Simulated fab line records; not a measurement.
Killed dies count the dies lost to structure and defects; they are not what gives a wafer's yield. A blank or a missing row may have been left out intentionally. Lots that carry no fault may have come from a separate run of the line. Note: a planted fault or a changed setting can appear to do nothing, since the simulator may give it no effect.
Which tool did it? | flow sky130 | 12 lots, 36 wafers sampled, at 1 step of a route of 708

== WHAT EACH GAUGE READ, for each wafer ==
SKY_CONTACT_OVL_MEAS_15.
lot  | measured     | on         | CONTACT_OVL (nm)
L075 | day 32 02:24 | overlay-02 | -6 -6 -3
L077 | day 32 11:33 | overlay-02 | 4 11 14
L079 | day 33 03:16 | overlay-01 | 6 4 11
L081 | day 33 23:16 | overlay-02 | 0 -1 0
L083 | day 34 16:25 | overlay-01 | 6 10 1
L085 | day 35 09:27 | overlay-02 | -3 3 -15
L087 | day 35 19:40 | overlay-02 | -8 -4 -3
L089 | day 36 12:22 | overlay-02 | -3 -2 -9
L091 | day 37 02:40 | overlay-01 | 7 11 5
L093 | day 37 20:28 | overlay-02 | 3 13 11
L095 | day 38 14:49 | overlay-02 | -3 -9 -6
L097 | day 38 23:16 | overlay-01 | 1 5 6

== TOOL THAT RAN EACH LOT (tool first, then ch and the chambers of the sampled wafers, then the start) ==
There is no process step in the record ahead of these readings.

== THE ANSWER, worked out from the rows above alone ==
Rule: what is usual is taken from the lots themselves. The widest of any qualifying gaps counts: lots, ordered by their means at a reading, are off when they make up no more than a third of the lots, leave a main group of 4 or more, and stand apart from it by 3 or more times the standard deviation of that group's means. If all means in a main group match to the digits the tables above print for the reading, that group is not used. A lot without any number at a reading at which 4 lots or more have one is off too. Where the step has rows for the other lots, those lots are counted as sound.
No lot is off on any of the readings shown, so nothing can be concluded from this.

== WHAT WAS PUT IN BY THE SIMULATOR ==
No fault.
